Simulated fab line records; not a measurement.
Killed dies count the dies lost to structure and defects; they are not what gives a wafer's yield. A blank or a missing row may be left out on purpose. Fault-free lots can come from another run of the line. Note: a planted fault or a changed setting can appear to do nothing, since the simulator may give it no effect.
Which tool is to blame? || flow sky130 || 33 wafers from 11 lots sampled at 5 of the route's 708 steps

== WHAT EACH GAUGE READ, for each wafer ==
SKY_LOCAL_INTERCONNECT_THK_MEAS_02: measures by xrf. Usual: LOCAL_INTERCONNECT_TIN_THK gives 99.5 nm (standard deviation 0.91).
{"lot": "L957", "measured": "day 29 18:33", "on": "film metro-02", "LOCAL_INTERCONNECT_TIN_THK (nm)": "100.2 101.0 100.7", "flag": ""}
{"lot": "L959", "measured": "day 30 05:41", "on": "film metro-01", "LOCAL_INTERCONNECT_TIN_THK (nm)": "99.2 99.3 99.8", "flag": ""}
{"lot": "L960", "measured": "day 31 07:34", "on": "film metro-04", "LOCAL_INTERCONNECT_TIN_THK (nm)": "100.2 101.1 100.9", "flag": ""}
{"lot": "L961", "measured": "day 31 13:44", "on": "film metro-01", "LOCAL_INTERCONNECT_TIN_THK (nm)": "99.9 99.6 99.0", "flag": ""}
{"lot": "L970", "measured": "day 34 07:50", "on": "film metro-02", "LOCAL_INTERCONNECT_TIN_THK (nm)": "99.4 99.4 99.0", "flag": ""}
{"lot": "L971", "measured": "day 34 14:59", "on": "film metro-01", "LOCAL_INTERCONNECT_TIN_THK (nm)": "99.5 99.3 99.0", "flag": ""}
{"lot": "L974", "measured": "day 35 17:15", "on": "film metro-01", "LOCAL_INTERCONNECT_TIN_THK (nm)": "100.2 100.8 100.4", "flag": ""}
{"lot": "L975", "measured": "day 35 21:51", "on": "film metro-01", "LOCAL_INTERCONNECT_TIN_THK (nm)": "100.7 100.4 101.2", "flag": ""}
{"lot": "L977", "measured": "day 36 04:57", "on": "film metro-01", "LOCAL_INTERCONNECT_TIN_THK (nm)": "98.5 98.0 98.8", "flag": ""}

== WHICH TOOL RAN EACH LOT (tool, then ch and the chambers of the sampled wafers, then the start) ==
{"lot": "L957", "SKY_RES_XHIGH_STRIP_08": "plasma asher-03 ch 0,1, day 27 06:57", "SKY_LI_CONTACT_ETCH_14": "rie diel-04 ch 0,1, day 29 17:11", "SKY_LI_CONTACT_ETCH_15": "rie diel-04 ch 0,1, day 29 17:14", "SKY_LI_CONTACT_STRIP_16": "plasma asher-01 ch 0,1, day 29 17:19"}
{"lot": "L959", "SKY_RES_XHIGH_STRIP_08": "plasma asher-03 ch 0,1, day 27 17:43", "SKY_LI_CONTACT_ETCH_14": "rie diel-04 ch 0,1,2, day 30 04:19", "SKY_LI_CONTACT_ETCH_15": "rie diel-04 ch 0,1,2, day 30 04:22", "SKY_LI_CONTACT_STRIP_16": "plasma asher-01 ch 0,1, day 30 04:27"}
{"lot": "L960", "SKY_RES_XHIGH_STRIP_08": "plasma asher-03 ch 0,1, day 28 20:34", "SKY_LI_CONTACT_ETCH_14": "rie diel-04 ch 1,3, day 31 06:13", "SKY_LI_CONTACT_ETCH_15": "rie diel-04 ch 1,3, day 31 06:15", "SKY_LI_CONTACT_STRIP_16": "plasma asher-01 ch 0,1, day 31 06:20"}
{"lot": "L961", "SKY_RES_XHIGH_STRIP_08": "plasma asher-03 ch 1, day 29 03:46", "SKY_LI_CONTACT_ETCH_14": "rie diel-04 ch 1,2,3, day 31 12:22", "SKY_LI_CONTACT_ETCH_15": "rie diel-04 ch 1,2,3, day 31 12:25", "SKY_LI_CONTACT_STRIP_16": "plasma asher-02 ch 0,1, day 31 12:30"}
{"lot": "L962", "SKY_RES_XHIGH_STRIP_08": "plasma asher-03 ch 0,1, day 29 10:16", "SKY_LI_CONTACT_ETCH_14": "rie diel-04 ch 2,3, day 31 18:46", "SKY_LI_CONTACT_ETCH_15": "rie diel-04 ch 2,3, day 31 18:48", "SKY_LI_CONTACT_STRIP_16": "plasma asher-01 ch 0,1, day 31 18:53"}
{"lot": "L963", "SKY_RES_XHIGH_STRIP_08": "plasma asher-03 ch 0,1, day 29 18:07", "SKY_LI_CONTACT_ETCH_14": "rie diel-04 ch 0,3, day 32 02:13", "SKY_LI_CONTACT_ETCH_15": "rie diel-04 ch 0,3, day 32 02:15", "SKY_LI_CONTACT_STRIP_16": "plasma asher-02 ch 0,1, day 32 02:20"}
{"lot": "L970", "SKY_RES_XHIGH_STRIP_08": "plasma asher-04 ch 0,1, day 31 22:58", "SKY_LI_CONTACT_ETCH_14": "rie diel-02 ch 2,3, day 34 06:30", "SKY_LI_CONTACT_ETCH_15": "rie diel-02 ch 2,3, day 34 06:32", "SKY_LI_CONTACT_STRIP_16": "plasma asher-03 ch 0,1, day 34 06:37"}
{"lot": "L971", "SKY_RES_XHIGH_STRIP_08": "plasma asher-03 ch 0,1, day 32 06:46", "SKY_LI_CONTACT_ETCH_14": "rie diel-04 ch 0,1, day 34 13:34", "SKY_LI_CONTACT_ETCH_15": "rie diel-04 ch 0,1, day 34 13:37", "SKY_LI_CONTACT_STRIP_16": "plasma asher-02 ch 0,1, day 34 13:42"}
{"lot": "L974", "SKY_RES_XHIGH_STRIP_08": "plasma asher-03 ch 0,1, day 33 09:07", "SKY_LI_CONTACT_ETCH_14": "rie diel-04 ch 1,2, day 35 15:53", "SKY_LI_CONTACT_ETCH_15": "rie diel-04 ch 1,2, day 35 15:56", "SKY_LI_CONTACT_STRIP_16": "plasma asher-03 ch 0,1, day 35 16:01"}
{"lot": "L975", "SKY_RES_XHIGH_STRIP_08": "plasma asher-02 ch 0,1, day 33 15:38", "SKY_LI_CONTACT_ETCH_14": "rie diel-04 ch 0,1,2, day 35 20:26", "SKY_LI_CONTACT_ETCH_15": "rie diel-04 ch 0,1,2, day 35 20:28", "SKY_LI_CONTACT_STRIP_16": "plasma asher-01 ch 0,1, day 35 20:35"}
{"lot": "L977", "SKY_RES_XHIGH_STRIP_08": "plasma asher-04 ch 0,1, day 33 22:04", "SKY_LI_CONTACT_ETCH_14": "rie diel-04 ch 0,1, day 36 03:35", "SKY_LI_CONTACT_ETCH_15": "rie diel-04 ch 0,1, day 36 03:38", "SKY_LI_CONTACT_STRIP_16": "plasma asher-03 ch 0,1, day 36 03:43"}
- SKY_RES_XHIGH_STRIP_08: strips in O2/N2.
- SKY_LI_CONTACT_ETCH_14: etches BARC in N2/H2, stops on SiO2, time 45.9 s, target depth 60 nm.
- SKY_LI_CONTACT_ETCH_15: etches PSG in C4F8/O2/Ar, stops on Si, target depth 600 nm.
- SKY_LI_CONTACT_STRIP_16: strips in O2/N2.

== AS READ BY THE TOOLS THEMSELVES (means over the sampled wafers that have a number; for cases with no such wafer, the mark the record gives instead) ==
SKY_RES_XHIGH_STRIP_08. Usual: drypump motor current A 6.1 A, standard deviation 0.34; oes product au 0.711 a.u., standard deviation 0.0047; strip time to endpoint s 14.30 s, standard deviation 0.044.
{"lot": "L957", "tool": "plasma asher-03", "drypump motor current A (A)": 6.2, "oes product au (a.u.)": 0.708, "strip time to endpoint s (s)": 14.29, "flag": ""}
{"lot": "L959", "tool": "plasma asher-03", "drypump motor current A (A)": 6.2, "oes product au (a.u.)": 0.712, "strip time to endpoint s (s)": 14.25, "flag": ""}
{"lot": "L960", "tool": "plasma asher-03", "drypump motor current A (A)": 6.1, "oes product au (a.u.)": 0.711, "strip time to endpoint s (s)": 14.35, "flag": ""}
{"lot": "L961", "tool": "plasma asher-03", "drypump motor current A (A)": 6.4, "oes product au (a.u.)": 0.715, "strip time to endpoint s (s)": 14.30, "flag": ""}
{"lot": "L962", "tool": "plasma asher-03", "drypump motor current A (A)": 6.1, "oes product au (a.u.)": 0.709, "strip time to endpoint s (s)": 14.22, "flag": ""}
{"lot": "L963", "tool": "plasma asher-03", "drypump motor current A (A)": 6.2, "oes product au (a.u.)": 0.707, "strip time to endpoint s (s)": 14.36, "flag": ""}
{"lot": "L970", "tool": "plasma asher-04", "drypump motor current A (A)": 5.7, "oes product au (a.u.)": 0.716, "strip time to endpoint s (s)": 14.31, "flag": ""}
{"lot": "L971", "tool": "plasma asher-03", "drypump motor current A (A)": 6.1, "oes product au (a.u.)": 0.708, "strip time to endpoint s (s)": 14.28, "flag": ""}
{"lot": "L974", "tool": "plasma asher-03", "drypump motor current A (A)": 6.2, "oes product au (a.u.)": 0.713, "strip time to endpoint s (s)": 14.31, "flag": ""}
{"lot": "L975", "tool": "plasma asher-02", "drypump motor current A (A)": 6.5, "oes product au (a.u.)": 0.711, "strip time to endpoint s (s)": 14.32, "flag": ""}
{"lot": "L977", "tool": "plasma asher-04", "drypump motor current A (A)": 5.9, "oes product au (a.u.)": 0.709, "strip time to endpoint s (s)": 14.34, "flag": ""}

SKY_LI_CONTACT_ETCH_14. Usual: bias w 100.00 W, standard deviation 0.28; chamber pressure mTorr 30.001 mTorr, standard deviation 0.024; drypump motor current A 6.0 A, standard deviation 0.45; h2 flow sccm 200.1 sccm, standard deviation 0.58; oes product au 0.855 a.u., standard deviation 0.0046; throttle valve pct 13.225 %, standard deviation 0.0084.
{"lot": "L957", "tool": "rie diel-04", "bias w (W)": 100.14, "chamber pressure mTorr (mTorr)": 30.000, "drypump motor current A (A)": 5.8, "h2 flow sccm (sccm)": 199.8, "oes product au (a.u.)": 0.856, "throttle valve pct (%)": 13.222, "flag": ""}
{"lot": "L959", "tool": "rie diel-04", "bias w (W)": 99.70, "chamber pressure mTorr (mTorr)": 29.999, "drypump motor current A (A)": 6.1, "h2 flow sccm (sccm)": 199.7, "oes product au (a.u.)": 0.858, "throttle valve pct (%)": 13.226, "flag": ""}
{"lot": "L960", "tool": "rie diel-04", "bias w (W)": 100.09, "chamber pressure mTorr (mTorr)": 29.987, "drypump motor current A (A)": 6.1, "h2 flow sccm (sccm)": 199.8, "oes product au (a.u.)": 0.856, "throttle valve pct (%)": 13.216, "flag": ""}
{"lot": "L961", "tool": "rie diel-04", "bias w (W)": 99.99, "chamber pressure mTorr (mTorr)": 29.982, "drypump motor current A (A)": 6.3, "h2 flow sccm (sccm)": 200.3, "oes product au (a.u.)": 0.851, "throttle valve pct (%)": 13.221, "flag": ""}
{"lot": "L962", "tool": "rie diel-04", "bias w (W)": 99.92, "chamber pressure mTorr (mTorr)": 30.020, "drypump motor current A (A)": 6.4, "h2 flow sccm (sccm)": 200.1, "oes product au (a.u.)": 0.855, "throttle valve pct (%)": 13.233, "flag": ""}
{"lot": "L963", "tool": "rie diel-04", "bias w (W)": 99.88, "chamber pressure mTorr (mTorr)": 29.990, "drypump motor current A (A)": 6.1, "h2 flow sccm (sccm)": 200.3, "oes product au (a.u.)": 0.858, "throttle valve pct (%)": 13.220, "flag": ""}
{"lot": "L970", "tool": "rie diel-02", "bias w (W)": 99.72, "chamber pressure mTorr (mTorr)": 30.005, "drypump motor current A (A)": 5.5, "h2 flow sccm (sccm)": 200.4, "oes product au (a.u.)": 0.851, "throttle valve pct (%)": 13.224, "flag": ""}
{"lot": "L971", "tool": "rie diel-04", "bias w (W)": 100.17, "chamber pressure mTorr (mTorr)": 30.009, "drypump motor current A (A)": 5.8, "h2 flow sccm (sccm)": 200.0, "oes product au (a.u.)": 0.855, "throttle valve pct (%)": 13.227, "flag": ""}
{"lot": "L974", "tool": "rie diel-04", "bias w (W)": 99.70, "chamber pressure mTorr (mTorr)": 29.981, "drypump motor current A (A)": 6.5, "h2 flow sccm (sccm)": 200.3, "oes product au (a.u.)": 0.858, "throttle valve pct (%)": 13.235, "flag": ""}
{"lot": "L975", "tool": "rie diel-04", "bias w (W)": 100.03, "chamber pressure mTorr (mTorr)": 30.012, "drypump motor current A (A)": 6.1, "h2 flow sccm (sccm)": 200.1, "oes product au (a.u.)": 0.856, "throttle valve pct (%)": 13.220, "flag": ""}
{"lot": "L977", "tool": "rie diel-04", "bias w (W)": 100.13, "chamber pressure mTorr (mTorr)": 30.004, "drypump motor current A (A)": 5.8, "h2 flow sccm (sccm)": 200.1, "oes product au (a.u.)": 0.857, "throttle valve pct (%)": 13.229, "flag": ""}

SKY_LI_CONTACT_ETCH_15. Usual: bias w 1200 W, standard deviation 3.6; chamber pressure mTorr 40.00 mTorr, standard deviation 0.035; oes product au 0.837 a.u., standard deviation 0.0047.
{"lot": "L957", "tool": "rie diel-04", "bias w (W)": 1201, "chamber pressure mTorr (mTorr)": 39.97, "oes product au (a.u.)": 0.840, "flag": ""}
{"lot": "L959", "tool": "rie diel-04", "bias w (W)": 1196, "chamber pressure mTorr (mTorr)": 39.99, "oes product au (a.u.)": 0.833, "flag": ""}
{"lot": "L960", "tool": "rie diel-04", "bias w (W)": 1198, "chamber pressure mTorr (mTorr)": 40.00, "oes product au (a.u.)": 0.837, "flag": ""}
{"lot": "L961", "tool": "rie diel-04", "bias w (W)": 1199, "chamber pressure mTorr (mTorr)": 40.00, "oes product au (a.u.)": 0.836, "flag": ""}
{"lot": "L962", "tool": "rie diel-04", "bias w (W)": "-", "chamber pressure mTorr (mTorr)": "-", "oes product au (a.u.)": "-", "flag": "OFF"}
{"lot": "L963", "tool": "rie diel-04", "bias w (W)": "-", "chamber pressure mTorr (mTorr)": "-", "oes product au (a.u.)": "-", "flag": "OFF"}
{"lot": "L970", "tool": "rie diel-02", "bias w (W)": 1197, "chamber pressure mTorr (mTorr)": 39.99, "oes product au (a.u.)": 0.839, "flag": ""}
{"lot": "L971", "tool": "rie diel-04", "bias w (W)": 1202, "chamber pressure mTorr (mTorr)": 39.98, "oes product au (a.u.)": 0.836, "flag": ""}
{"lot": "L974", "tool": "rie diel-04", "bias w (W)": 1201, "chamber pressure mTorr (mTorr)": 40.02, "oes product au (a.u.)": 0.836, "flag": ""}
{"lot": "L975", "tool": "rie diel-04", "bias w (W)": 1199, "chamber pressure mTorr (mTorr)": 39.99, "oes product au (a.u.)": 0.839, "flag": ""}
{"lot": "L977", "tool": "rie diel-04", "bias w (W)": 1196, "chamber pressure mTorr (mTorr)": 39.98, "oes product au (a.u.)": 0.837, "flag": ""}

SKY_LI_CONTACT_STRIP_16. Usual: drypump motor current A 6.2 A, standard deviation 0.41; oes product au 0.376 a.u., standard deviation 0.0045; strip time to endpoint s 3.517 s, standard deviation 0.024.
{"lot": "L957", "tool": "plasma asher-01", "drypump motor current A (A)": 6.2, "oes product au (a.u.)": 0.377, "strip time to endpoint s (s)": 3.490, "flag": ""}
{"lot": "L959", "tool": "plasma asher-01", "drypump motor current A (A)": 6.2, "oes product au (a.u.)": 0.379, "strip time to endpoint s (s)": 3.545, "flag": ""}
{"lot": "L960", "tool": "plasma asher-01", "drypump motor current A (A)": 5.8, "oes product au (a.u.)": 0.377, "strip time to endpoint s (s)": 3.527, "flag": ""}
{"lot": "L961", "tool": "plasma asher-02", "drypump motor current A (A)": 6.5, "oes product au (a.u.)": 0.378, "strip time to endpoint s (s)": 3.528, "flag": ""}
{"lot": "L962", "tool": "plasma asher-01", "drypump motor current A (A)": 5.8, "oes product au (a.u.)": 0.442, "strip time to endpoint s (s)": 5.201, "flag": "OFF"}
{"lot": "L963", "tool": "plasma asher-02", "drypump motor current A (A)": 6.6, "oes product au (a.u.)": 0.445, "strip time to endpoint s (s)": 5.220, "flag": "OFF"}
{"lot": "L970", "tool": "plasma asher-03", "drypump motor current A (A)": 6.2, "oes product au (a.u.)": 0.378, "strip time to endpoint s (s)": 3.519, "flag": ""}
{"lot": "L971", "tool": "plasma asher-02", "drypump motor current A (A)": 6.5, "oes product au (a.u.)": 0.375, "strip time to endpoint s (s)": 3.479, "flag": ""}
{"lot": "L974", "tool": "plasma asher-03", "drypump motor current A (A)": 6.1, "oes product au (a.u.)": 0.376, "strip time to endpoint s (s)": 3.500, "flag": ""}
{"lot": "L975", "tool": "plasma asher-01", "drypump motor current A (A)": 6.2, "oes product au (a.u.)": 0.374, "strip time to endpoint s (s)": 3.516, "flag": ""}
{"lot": "L977", "tool": "plasma asher-03", "drypump motor current A (A)": 6.2, "oes product au (a.u.)": 0.378, "strip time to endpoint s (s)": 3.474, "flag": ""}

== THE ANSWER, worked out from the rows above alone ==
Rule: take the mean of a lot's wafers that have a number; if it is more than 3 standard deviations from the usual mean, the lot is off. Also off: a lot with no number at a reading for which 4 or more lots have one. All remaining lots with rows at the step are treated as sound. First the gauges in route order, then the tools' own readings, where a lot's mean is used as printed above. At the first step where some lot is off, the reading lying furthest off is the one used; lots without a number count as furthest.
Off: L962, L963, at SKY_LI_CONTACT_ETCH_15 (bias w). Without a number there: L962, L963.
If a tool, at that step or one of the process steps before it, ran each lot that is off and ran no sound lot following the first of them, it fits. Of those tried, none fits.

== WHAT THE SIMULATOR HAD PUT IN ==
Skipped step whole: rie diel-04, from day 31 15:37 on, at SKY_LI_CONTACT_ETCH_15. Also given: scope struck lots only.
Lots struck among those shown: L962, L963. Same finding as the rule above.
